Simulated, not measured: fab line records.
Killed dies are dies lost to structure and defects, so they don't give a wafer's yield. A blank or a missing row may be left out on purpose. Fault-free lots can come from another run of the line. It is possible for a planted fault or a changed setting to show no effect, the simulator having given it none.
Split-lot study / flow sky130 / 5 lots, 23 wafers read, on a route of 708 steps

SPLIT DETAILS
At SKY_NWELL_IMPLANT_12, the setting energy kev was moved away from the recipe's 120 on 9 of the 23 wafers read, by -3.9% to +4.4%. All remaining wafers had this setting at the recipe value.

The split's own step is where the reading is taken.

THE READING
In nm, at SKY_NWELL_IMPLANT_12: implant.rp nm, which is the simulator's own figure and was read by no gauge. There is no usual value for it anywhere in the file. Across the 14 wafers here that went through the recipe, the average is 147.7 nm and the standard deviation 2.8 nm.

wafer=L077.2; tool, chamber at the split=implanter-04, 0; energy kev as run=115.3; against the recipe=-3.9%; implant.rp nm, nm=142.5; against lot-mates on the recipe=-6.1
wafer=L077.3; tool, chamber at the split=implanter-04, 0; energy kev as run=115.3; against the recipe=-3.9%; implant.rp nm, nm=142.5; against lot-mates on the recipe=-6.1
wafer=L077.6; tool, chamber at the split=implanter-04, 0; energy kev as run=115.3; against the recipe=-3.9%; implant.rp nm, nm=142.5; against lot-mates on the recipe=-6.1
wafer=L077.4; tool, chamber at the split=implanter-04, 0; energy kev as run=120; against the recipe=recipe; implant.rp nm, nm=148.6; against lot-mates on the recipe=-
wafer=L077.5; tool, chamber at the split=implanter-04, 0; energy kev as run=120; against the recipe=recipe; implant.rp nm, nm=148.6; against lot-mates on the recipe=-
wafer=L078.1; tool, chamber at the split=implanter-02, 0; energy kev as run=120; against the recipe=recipe; implant.rp nm, nm=146.4; against lot-mates on the recipe=-
wafer=L078.2; tool, chamber at the split=implanter-02, 0; energy kev as run=120; against the recipe=recipe; implant.rp nm, nm=146.4; against lot-mates on the recipe=-
wafer=L078.3; tool, chamber at the split=implanter-02, 0; energy kev as run=120; against the recipe=recipe; implant.rp nm, nm=146.4; against lot-mates on the recipe=-
wafer=L078.4; tool, chamber at the split=implanter-02, 0; energy kev as run=120; against the recipe=recipe; implant.rp nm, nm=146.4; against lot-mates on the recipe=-
wafer=L078.5; tool, chamber at the split=implanter-02, 0; energy kev as run=120; against the recipe=recipe; implant.rp nm, nm=146.4; against lot-mates on the recipe=-
wafer=L080.1; tool, chamber at the split=implanter-02, 0; energy kev as run=125.3; against the recipe=+4.4%; implant.rp nm, nm=150.2; against lot-mates on the recipe=+6.6
wafer=L080.2; tool, chamber at the split=implanter-02, 0; energy kev as run=125.3; against the recipe=+4.4%; implant.rp nm, nm=150.2; against lot-mates on the recipe=+6.6
wafer=L080.6; tool, chamber at the split=implanter-02, 0; energy kev as run=125.3; against the recipe=+4.4%; implant.rp nm, nm=150.2; against lot-mates on the recipe=+6.6
wafer=L080.4; tool, chamber at the split=implanter-02, 0; energy kev as run=120; against the recipe=recipe; implant.rp nm, nm=143.6; against lot-mates on the recipe=-
wafer=L080.5; tool, chamber at the split=implanter-02, 0; energy kev as run=120; against the recipe=recipe; implant.rp nm, nm=143.6; against lot-mates on the recipe=-
wafer=L081.1; tool, chamber at the split=implanter-04, 0; energy kev as run=122; against the recipe=+1.7%; implant.rp nm, nm=149.5; against lot-mates on the recipe=+2.5
wafer=L081.3; tool, chamber at the split=implanter-04, 0; energy kev as run=122; against the recipe=+1.7%; implant.rp nm, nm=149.5; against lot-mates on the recipe=+2.5
wafer=L081.6; tool, chamber at the split=implanter-04, 0; energy kev as run=122; against the recipe=+1.7%; implant.rp nm, nm=149.5; against lot-mates on the recipe=+2.5
wafer=L081.2; tool, chamber at the split=implanter-04, 0; energy kev as run=120; against the recipe=recipe; implant.rp nm, nm=147; against lot-mates on the recipe=-
wafer=L081.5; tool, chamber at the split=implanter-04, 0; energy kev as run=120; against the recipe=recipe; implant.rp nm, nm=147; against lot-mates on the recipe=-
wafer=L082.1; tool, chamber at the split=implanter-02, 0; energy kev as run=120; against the recipe=recipe; implant.rp nm, nm=152.3; against lot-mates on the recipe=-
wafer=L082.4; tool, chamber at the split=implanter-02, 0; energy kev as run=120; against the recipe=recipe; implant.rp nm, nm=152.3; against lot-mates on the recipe=-
wafer=L082.5; tool, chamber at the split=implanter-02, 0; energy kev as run=120; against the recipe=recipe; implant.rp nm, nm=152.3; against lot-mates on the recipe=-

FIT RESULTS
A straight line over all 23 wafers: implant.rp nm changes by +0.938 nm for each +1% of energy kev; r = +0.67; the points scatter about the line by 2.4 nm.
The same after taking each lot's own level away (the mean of its wafers on the recipe; 23 wafers): +1.52 nm for each +1%; r = +1.00; scatter 0.059 nm.
The reading moves by 6.7 nm for the largest change in energy kev, on that fit.
Across the lots, their own levels run from 143.60 to 152.30 nm, a range of 3.1 times the standard deviation given above.
So the lot-to-lot level blurs the effect unless lot-mates are compared.
Check: for one of the wafers moved furthest among these (+4.4%), held out of the fit, the line's prediction against its lot-mates is +6.71 nm. Against them it came out at +6.6 nm.

THE OTHER SPLITS THESE WAFERS WENT THROUGH
Other splits were also applied to these wafers ahead of the reading. Each is held against what the fit with the lots' levels taken away leaves over:
other split on the same wafers=SKY_FIELD_ISO_OXIDATION_01 ox time s; wafers away from the commonest value=15; r with implant.rp nm (lot level and that fit taken away)=+0.23
other split on the same wafers=SKY_FIELD_ISO_CVD_03 temp c; wafers away from the commonest value=10; r with implant.rp nm (lot level and that fit taken away)=-0.56
other split on the same wafers=SKY_FIELD_ISO_DEVELOP_12 dev temp c; wafers away from the commonest value=11; r with implant.rp nm (lot level and that fit taken away)=+0.56

FILE'S OWN FIT
implant.rp nm changes by +1.52 nm for each +1% of energy kev, r = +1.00.
